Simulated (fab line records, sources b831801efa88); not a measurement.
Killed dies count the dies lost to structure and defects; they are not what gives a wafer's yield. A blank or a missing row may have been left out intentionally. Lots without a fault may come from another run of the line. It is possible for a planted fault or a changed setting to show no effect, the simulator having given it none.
What tool caused it? / flow gf180mcu / Sampling: 12 lots, 36 wafers, 6 of 602 route steps

## WHAT THE GAUGES READ, wafer by wafer
GF_M2_CD_MEAS_14 targets a cd of 280 nm. Usual: cd nm 279.9 nm, standard deviation 1.2.
lot=L398; measured=day 19 10:37; on=cd sem-02; cd nm (nm)=280.4 279.9 281.6; flag=
lot=L399; measured=day 20 10:42; on=cd sem-01; cd nm (nm)=280.2 279.8 279.7; flag=
lot=L401; measured=day 21 01:31; on=cd sem-01; cd nm (nm)=278.4 278.3 279.1; flag=
lot=L403; measured=day 21 18:46; on=cd sem-02; cd nm (nm)=284.5 285.4 285.8; flag=OFF
lot=L404; measured=day 22 08:54; on=cd sem-02; cd nm (nm)=285.3 285.3 285.1; flag=OFF
lot=L412; measured=day 24 17:58; on=cd sem-02; cd nm (nm)=278.8 279.7 278.3; flag=
lot=L413; measured=day 25 04:12; on=cd sem-01; cd nm (nm)=278.1 278.5 277.6; flag=
lot=L414; measured=day 25 13:45; on=cd sem-01; cd nm (nm)=281.3 280.2 281.2; flag=
lot=L417; measured=day 26 11:34; on=cd sem-02; cd nm (nm)=279.6 278.5 278.2; flag=
lot=L418; measured=day 26 17:27; on=cd sem-02; cd nm (nm)=281.4 281.2 281.4; flag=
lot=L419; measured=day 27 04:14; on=cd sem-02; cd nm (nm)=278.8 280.5 280.6; flag=
lot=L420; measured=day 27 09:34; on=cd sem-01; cd nm (nm)=279.7 279.0 278.8; flag=

GF_M2_OVL_MEAS_15. Usual: M2_OVL typically reads 4 nm, with standard deviation 4.7.
lot=L398; measured=day 19 10:43; on=overlay-02; M2_OVL (nm)=9 7 1; flag=
lot=L399; measured=day 20 10:49; on=overlay-01; M2_OVL (nm)=3 3 4; flag=
lot=L401; measured=day 21 01:38; on=overlay-02; M2_OVL (nm)=4 3 1; flag=
lot=L403; measured=day 21 18:53; on=overlay-02; M2_OVL (nm)=8 10 12; flag=
lot=L404; measured=day 22 09:01; on=overlay-02; M2_OVL (nm)=9 1 0; flag=
lot=L412; measured=day 24 18:03; on=overlay-01; M2_OVL (nm)=13 10 11; flag=
lot=L413; measured=day 25 04:19; on=overlay-01; M2_OVL (nm)=0 6 6; flag=
lot=L414; measured=day 25 13:52; on=overlay-02; M2_OVL (nm)=5 4 -1; flag=
lot=L417; measured=day 26 11:41; on=overlay-01; M2_OVL (nm)=7 2 10; flag=
lot=L418; measured=day 26 17:34; on=overlay-02; M2_OVL (nm)=11 1 -3; flag=
lot=L419; measured=day 27 04:20; on=overlay-01; M2_OVL (nm)=6 -7 -1; flag=
lot=L420; measured=day 27 09:40; on=overlay-02; M2_OVL (nm)=11 9 1; flag=

GF_V2_THK_MEAS_03. Usual: V2_CVD_02_THK typically reads 847 nm, with standard deviation 10.
lot=L398; measured=day 19 11:37; on=film metro-01; V2_CVD_02_THK (nm)=831 840 859; flag=
lot=L399; measured=day 20 11:53; on=film metro-01; V2_CVD_02_THK (nm)=841 853 855; flag=
lot=L401; measured=day 21 02:34; on=film metro-04; V2_CVD_02_THK (nm)=848 855 859; flag=
lot=L403; measured=day 21 19:57; on=film metro-03; V2_CVD_02_THK (nm)=843 846 857; flag=
lot=L404; measured=day 22 10:16; on=film metro-03; V2_CVD_02_THK (nm)=850 846 839; flag=
lot=L412; measured=day 24 19:00; on=film metro-01; V2_CVD_02_THK (nm)=856 858 860; flag=
lot=L413; measured=day 25 05:14; on=film metro-04; V2_CVD_02_THK (nm)=843 831 839; flag=
lot=L414; measured=day 25 14:49; on=film metro-04; V2_CVD_02_THK (nm)=843 833 857; flag=
lot=L417; measured=day 26 12:48; on=film metro-03; V2_CVD_02_THK (nm)=844 848 856; flag=
lot=L418; measured=day 26 18:36; on=film metro-01; V2_CVD_02_THK (nm)=828 849 840; flag=
lot=L419; measured=day 27 05:17; on=film metro-01; V2_CVD_02_THK (nm)=842 842 862; flag=
lot=L420; measured=day 27 10:36; on=film metro-03; V2_CVD_02_THK (nm)=851 857 860; flag=

## WHICH TOOL RAN EACH LOT (tool, then ch and the chambers of the sampled wafers, then the start)
lot=L398; GF_M2_SPUTTER_04=pvd sputter-02, day 18 09:57; GF_M2_COAT_09=litho track-03 ch 0, day 18 22:29; GF_M2_STRIP_17=plasma asher-02 ch 0,1, day 19 10:52
lot=L399; GF_M2_SPUTTER_04=pvd sputter-03, day 19 09:45; GF_M2_COAT_09=litho track-03 ch 0, day 19 22:25; GF_M2_STRIP_17=plasma asher-04 ch 0,1, day 20 11:07
lot=L401; GF_M2_SPUTTER_04=pvd sputter-03, day 20 01:32; GF_M2_COAT_09=litho track-03 ch 0, day 20 12:22; GF_M2_STRIP_17=plasma asher-04 ch 0,1, day 21 01:47
lot=L403; GF_M2_SPUTTER_04=pvd sputter-04, day 20 18:43; GF_M2_COAT_09=litho track-03 ch 0, day 21 06:25; GF_M2_STRIP_17=plasma asher-01 ch 0,1, day 21 19:02
lot=L404; GF_M2_SPUTTER_04=pvd sputter-04, day 21 08:26; GF_M2_COAT_09=litho track-03 ch 0, day 21 20:40; GF_M2_STRIP_17=plasma asher-01 ch 0,1, day 22 09:11
lot=L412; GF_M2_SPUTTER_04=pvd sputter-03, day 23 19:29; GF_M2_COAT_09=litho track-04 ch 0, day 24 07:19; GF_M2_STRIP_17=plasma asher-01 ch 0,1, day 24 18:14
lot=L413; GF_M2_SPUTTER_04=pvd sputter-04, day 24 06:07; GF_M2_COAT_09=litho track-04 ch 0, day 24 16:50; GF_M2_STRIP_17=plasma asher-04 ch 0,1, day 25 04:29
lot=L414; GF_M2_SPUTTER_04=pvd sputter-02, day 24 15:21; GF_M2_COAT_09=litho track-04 ch 0, day 25 03:02; GF_M2_STRIP_17=plasma asher-04 ch 0,1, day 25 14:02
lot=L417; GF_M2_SPUTTER_04=pvd sputter-02, day 25 13:33; GF_M2_COAT_09=litho track-01 ch 0, day 26 00:59; GF_M2_STRIP_17=plasma asher-04 ch 0,1, day 26 11:58
lot=L418; GF_M2_SPUTTER_04=pvd sputter-03, day 25 20:18; GF_M2_COAT_09=litho track-01 ch 0, day 26 07:21; GF_M2_STRIP_17=plasma asher-01 ch 0,1, day 26 17:52
lot=L419; GF_M2_SPUTTER_04=pvd sputter-03, day 26 06:40; GF_M2_COAT_09=litho track-03 ch 0, day 26 16:46; GF_M2_STRIP_17=plasma asher-01 ch 0,1, day 27 04:31
lot=L420; GF_M2_SPUTTER_04=pvd sputter-02, day 26 12:30; GF_M2_COAT_09=litho track-03 ch 0, day 26 22:19; GF_M2_STRIP_17=plasma asher-02 ch 0,1, day 27 09:51
- GF_M2_SPUTTER_04: material TiN, target thk 50 nm, time 41.7 s.
- GF_M2_COAT_09: resist thk 1000 nm.
- GF_M2_STRIP_17: strips in O2/N2.

## AS READ BY THE TOOLS THEMSELVES (means over the sampled wafers that have a number; for cases with no such wafer, the mark the record gives instead)
GF_M2_SPUTTER_04. Usual: throttle valve pct 30.3 %, standard deviation 1.2.
lot=L398; tool=pvd sputter-02; throttle valve pct (%)=30.1; flag=
lot=L399; tool=pvd sputter-03; throttle valve pct (%)=29.9; flag=
lot=L401; tool=pvd sputter-03; throttle valve pct (%)=31.1; flag=
lot=L403; tool=pvd sputter-04; throttle valve pct (%)=29.5; flag=
lot=L404; tool=pvd sputter-04; throttle valve pct (%)=29.6; flag=
lot=L412; tool=pvd sputter-03; throttle valve pct (%)=32.8; flag=
lot=L413; tool=pvd sputter-04; throttle valve pct (%)=29.6; flag=
lot=L414; tool=pvd sputter-02; throttle valve pct (%)=30.3; flag=
lot=L417; tool=pvd sputter-02; throttle valve pct (%)=30.5; flag=
lot=L418; tool=pvd sputter-03; throttle valve pct (%)=29.8; flag=
lot=L419; tool=pvd sputter-03; throttle valve pct (%)=30.5; flag=
lot=L420; tool=pvd sputter-02; throttle valve pct (%)=30.5; flag=

GF_M2_STRIP_17. Usual: drypump motor current A 5.67 A, standard deviation 0.26; heater power w 340 W, standard deviation 24; oes product au 0.538 a.u., standard deviation 0.0052; strip time to endpoint s 7.40 s, standard deviation 0.063.
lot=L398; tool=plasma asher-02; drypump motor current A (A)=5.78; heater power w (W)=326; oes product au (a.u.)=0.538; strip time to endpoint s (s)=7.40; flag=
lot=L399; tool=plasma asher-04; drypump motor current A (A)=5.44; heater power w (W)=372; oes product au (a.u.)=0.542; strip time to endpoint s (s)=7.40; flag=
lot=L401; tool=plasma asher-04; drypump motor current A (A)=5.26; heater power w (W)=367; oes product au (a.u.)=0.535; strip time to endpoint s (s)=7.37; flag=
lot=L403; tool=plasma asher-01; drypump motor current A (A)=5.84; heater power w (W)=326; oes product au (a.u.)=0.585; strip time to endpoint s (s)=8.55; flag=OFF
lot=L404; tool=plasma asher-01; drypump motor current A (A)=5.81; heater power w (W)=343; oes product au (a.u.)=0.585; strip time to endpoint s (s)=8.52; flag=OFF
lot=L412; tool=plasma asher-01; drypump motor current A (A)=5.79; heater power w (W)=344; oes product au (a.u.)=0.536; strip time to endpoint s (s)=7.36; flag=
lot=L413; tool=plasma asher-04; drypump motor current A (A)=5.23; heater power w (W)=361; oes product au (a.u.)=0.535; strip time to endpoint s (s)=7.42; flag=
lot=L414; tool=plasma asher-04; drypump motor current A (A)=5.25; heater power w (W)=362; oes product au (a.u.)=0.537; strip time to endpoint s (s)=7.38; flag=
lot=L417; tool=plasma asher-04; drypump motor current A (A)=5.28; heater power w (W)=362; oes product au (a.u.)=0.544; strip time to endpoint s (s)=7.43; flag=
lot=L418; tool=plasma asher-01; drypump motor current A (A)=5.84; heater power w (W)=330; oes product au (a.u.)=0.538; strip time to endpoint s (s)=7.47; flag=
lot=L419; tool=plasma asher-01; drypump motor current A (A)=5.79; heater power w (W)=343; oes product au (a.u.)=0.537; strip time to endpoint s (s)=7.37; flag=
lot=L420; tool=plasma asher-02; drypump motor current A (A)=5.79; heater power w (W)=325; oes product au (a.u.)=0.536; strip time to endpoint s (s)=7.37; flag=

## THE ANSWER, worked out from the rows above alone
Rule: lot off if the mean of its wafers having a number is beyond 3 standard deviations from the usual mean. A lot without any number at a reading at which 4 lots or more have one is off too. The other lots that the step has rows for count as sound. After the gauges, taken in route order, come the tools' own readings; for these a lot's mean is taken, as printed above. The first step at which some lot is off is used, and at that step the reading that is off furthest; a lot without a number counts as furthest.
Off at GF_M2_CD_MEAS_14 (cd nm): L403, L404.
A tool fits if, at a process step before that reading, it ran every lot that is off, and no sound lot after the first of them. The gauges at GF_M2_CD_MEAS_14 aren't tried: what is off there is off at GF_M2_STRIP_17 too, on other tools, and a gauge's error can't cause that. No candidate that was tried fits.

## WHAT HAD BEEN PUT IN BY THE SIMULATOR
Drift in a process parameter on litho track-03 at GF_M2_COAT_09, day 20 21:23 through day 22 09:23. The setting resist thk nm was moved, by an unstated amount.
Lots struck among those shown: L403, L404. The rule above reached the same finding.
